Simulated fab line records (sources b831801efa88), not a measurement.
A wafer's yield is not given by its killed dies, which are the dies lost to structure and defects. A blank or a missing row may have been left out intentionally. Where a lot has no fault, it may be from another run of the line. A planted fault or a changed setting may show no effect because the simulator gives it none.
Which of the tools did it? | flow sky130 | Sampling: 11 lots, 33 wafers, 4 of 708 route steps

## WHAT THE GAUGES SHOWED, per wafer
SKY_SD_N_RS_MEAS_17: the measuring method here is four-point-probe.
lot  | measured     | on            | SD_P_RS (ohm/sq)
L741 | day 28 18:59 | film metro-04 | 148.5 148.4 148.0
L742 | day 29 13:50 | film metro-04 | 147.6 147.1 147.8
L744 | day 29 15:13 | film metro-02 | 148.1 147.9 147.9
L750 | day 31 10:41 | film metro-02 | 147.3 147.3 147.9
L756 | day 33 22:13 | film metro-04 | 144.9 145.4 144.9
L755 | day 33 23:26 | film metro-01 | 144.6 144.7 145.2
L758 | day 34 05:31 | film metro-01 | 147.7 147.5 148.1
L757 | day 34 10:43 | film metro-02 | 148.5 148.2 147.8
L760 | day 34 22:10 | film metro-01 | 147.6 147.3 147.4
L761 | day 35 11:27 | film metro-04 | 147.3 147.5 147.3
L763 | day 35 20:19 | film metro-01 | 147.9 147.5 147.7

## TOOL THAT RAN EACH LOT (tool first, then ch and the chambers of the sampled wafers, then the start)
lot  | SKY_LDD_HVN_STRIP_09                 | SKY_SD_P_IMPLANT_09             | SKY_SD_P_STRIP_10
L741 | plasma asher-04 ch 0,1, day 21 06:59 | implanter-02 ch 0, day 26 08:59 | plasma asher-01 ch 0,1, day 26 09:07
L742 | plasma asher-02 ch 1, day 22 02:39   | implanter-02 ch 0, day 27 03:53 | plasma asher-02 ch 0,1, day 27 04:01
L744 | plasma asher-01 ch 0,1, day 22 03:33 | implanter-04 ch 0, day 27 05:00 | plasma asher-02 ch 0,1, day 27 05:09
L750 | plasma asher-02 ch 0,1, day 24 03:18 | implanter-02 ch 0, day 29 01:58 | plasma asher-04 ch 0,1, day 29 02:06
L756 | plasma asher-02 ch 0,1, day 26 19:00 | implanter-04 ch 0, day 31 14:55 | plasma asher-04 ch 0,1, day 31 15:04
L755 | plasma asher-02 ch 0,1, day 26 23:59 | implanter-04 ch 0, day 31 17:28 | plasma asher-01 ch 0,1, day 31 17:36
L758 | plasma asher-04 ch 0,1, day 27 04:08 | implanter-03 ch 0, day 31 23:49 | plasma asher-04 ch 0,1, day 31 23:58
L757 | plasma asher-01 ch 0,1, day 27 08:48 | implanter-03 ch 0, day 32 04:16 | plasma asher-01 ch 0,1, day 32 04:25
L760 | plasma asher-04 ch 0,1, day 27 19:59 | implanter-02 ch 0, day 32 15:31 | plasma asher-02 ch 0,1, day 32 15:39
L761 | plasma asher-02 ch 0,1, day 28 11:22 | implanter-03 ch 0, day 33 06:18 | plasma asher-02 ch 0,1, day 33 06:26
L763 | plasma asher-04 ch 0,1, day 28 20:00 | implanter-03 ch 0, day 33 14:37 | plasma asher-04 ch 0,1, day 33 14:46
- SKY_LDD_HVN_STRIP_09: strips in O2/N2.
- SKY_SD_P_IMPLANT_09
- SKY_SD_P_STRIP_10: strips in O2/N2.

## THE ANSWER, worked out from the rows above alone
Rule: the usual values come from the lots themselves. Put in order of their means at a reading, lots are off if they are a third of the lots or fewer, leave a main group of 4 or more, and stand apart from it by a gap of 3 or more times the standard deviation of the main group's means; of several such gaps the widest counts. If all means in a main group match to the digits the tables above print for the reading, that group is not used. Also off: a lot with no number at a reading for which 4 or more lots have one. The other lots that the step has rows for count as sound.
Off: at SKY_SD_N_RS_MEAS_17 (SD_P_RS), L756, L755. Mean 147.7 ohm/sq and standard deviation 0.32 in the main group.
A tool fits if, at a process step before that reading, it ran every lot that is off, and no sound lot after the first of them. The gauges at SKY_SD_N_RS_MEAS_17 are tried like those tools. One fits: SKY_SD_P_IMPLANT_09 on implanter-04. A fault onset in the window from L744 (day 27 05:00, its last sound lot) to L756 (day 31 14:55, its first lot off) fits.

## WHAT THE SIMULATOR HAD PUT IN
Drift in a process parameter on implanter-04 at SKY_SD_P_IMPLANT_09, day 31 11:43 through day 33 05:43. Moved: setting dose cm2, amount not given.
Struck lots among those shown: L756, L755. The rule given above showed the same thing.
